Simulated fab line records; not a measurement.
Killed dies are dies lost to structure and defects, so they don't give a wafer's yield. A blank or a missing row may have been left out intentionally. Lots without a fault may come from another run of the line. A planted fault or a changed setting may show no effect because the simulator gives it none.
The tool behind it: which one? / flow sky130 / 36 wafers from 12 lots sampled at 2 of the route's 708 steps

## WHAT THE GAUGES SHOWED, per wafer
SKY_CAPM_OVL_MEAS_12.
lot=L075; measured=day 37 17:56; on=overlay-02; CAPM_OVL (nm)=-3.4 -2.3 -2.7
lot=L077; measured=day 38 13:01; on=overlay-01; CAPM_OVL (nm)=-2.6 -1.8 -1.9
lot=L079; measured=day 38 23:09; on=overlay-01; CAPM_OVL (nm)=1.3 2.0 0.0
lot=L081; measured=day 39 10:30; on=overlay-02; CAPM_OVL (nm)=0.2 -0.7 1.1
lot=L083; measured=day 40 04:08; on=overlay-02; CAPM_OVL (nm)=-3.5 -2.3 -3.1
lot=L085; measured=day 40 19:54; on=overlay-01; CAPM_OVL (nm)=1.5 1.8 1.7
lot=L087; measured=day 41 09:57; on=overlay-02; CAPM_OVL (nm)=1.6 -0.6 -0.7
lot=L089; measured=day 41 20:05; on=overlay-01; CAPM_OVL (nm)=-0.2 0.1 1.8
lot=L092; measured=day 42 17:20; on=overlay-02; CAPM_OVL (nm)=0.5 0.0 1.3
lot=L093; measured=day 42 22:38; on=overlay-02; CAPM_OVL (nm)=-2.7 -2.7 -2.3
lot=L095; measured=day 43 12:33; on=overlay-02; CAPM_OVL (nm)=-0.1 0.7 -0.1
lot=L096; measured=day 44 02:56; on=overlay-02; CAPM_OVL (nm)=-0.7 -0.9 0.2

## EACH LOT AND THE TOOL THAT RAN IT (in order: tool; ch and the chambers of the sampled wafers; start)
lot=L075; SKY_VIA2_ETCH_15=rie_diel-02 ch 1,2, day 36 14:02
lot=L077; SKY_VIA2_ETCH_15=rie_diel-01 ch 2,3, day 37 09:28
lot=L079; SKY_VIA2_ETCH_15=rie_diel-04 ch 1,2,3, day 37 20:25
lot=L081; SKY_VIA2_ETCH_15=rie_diel-04 ch 2,3, day 38 08:08
lot=L083; SKY_VIA2_ETCH_15=rie_diel-01 ch 0,1,3, day 39 02:02
lot=L085; SKY_VIA2_ETCH_15=rie_diel-02 ch 0,1,2, day 39 18:17
lot=L087; SKY_VIA2_ETCH_15=rie_diel-01 ch 2,3, day 40 08:16
lot=L089; SKY_VIA2_ETCH_15=rie_diel-02 ch 2,3, day 40 18:32
lot=L092; SKY_VIA2_ETCH_15=rie_diel-04 ch 0,2,3, day 41 15:56
lot=L093; SKY_VIA2_ETCH_15=rie_diel-04 ch 0,1,3, day 41 21:50
lot=L095; SKY_VIA2_ETCH_15=rie_diel-04 ch 0,3, day 42 11:26
lot=L096; SKY_VIA2_ETCH_15=rie_diel-02 ch 1,3, day 43 02:44
- SKY_VIA2_ETCH_15: etches SiO2 in C4F8/O2/Ar, stops on TiN, target depth 546 nm, time 84 s.

## THE ANSWER, worked out from the rows above alone
Rule: the usual values come from the lots themselves. Put in order of their means at a reading, lots are off if they are a third of the lots or fewer, leave a main group of 4 or more, and stand apart from it by a gap of 3 or more times the standard deviation of the main group's means; of several such gaps the widest counts. A main group is skipped when, at the precision printed for the reading in the tables above, its means are all equal. Also off: a lot with no number at a reading for which 4 or more lots have one. Any other lot the step has rows for is counted as sound.
Across all readings shown, no lot is off: no conclusion can be drawn from this.

## WHAT THE SIMULATOR PUT IN
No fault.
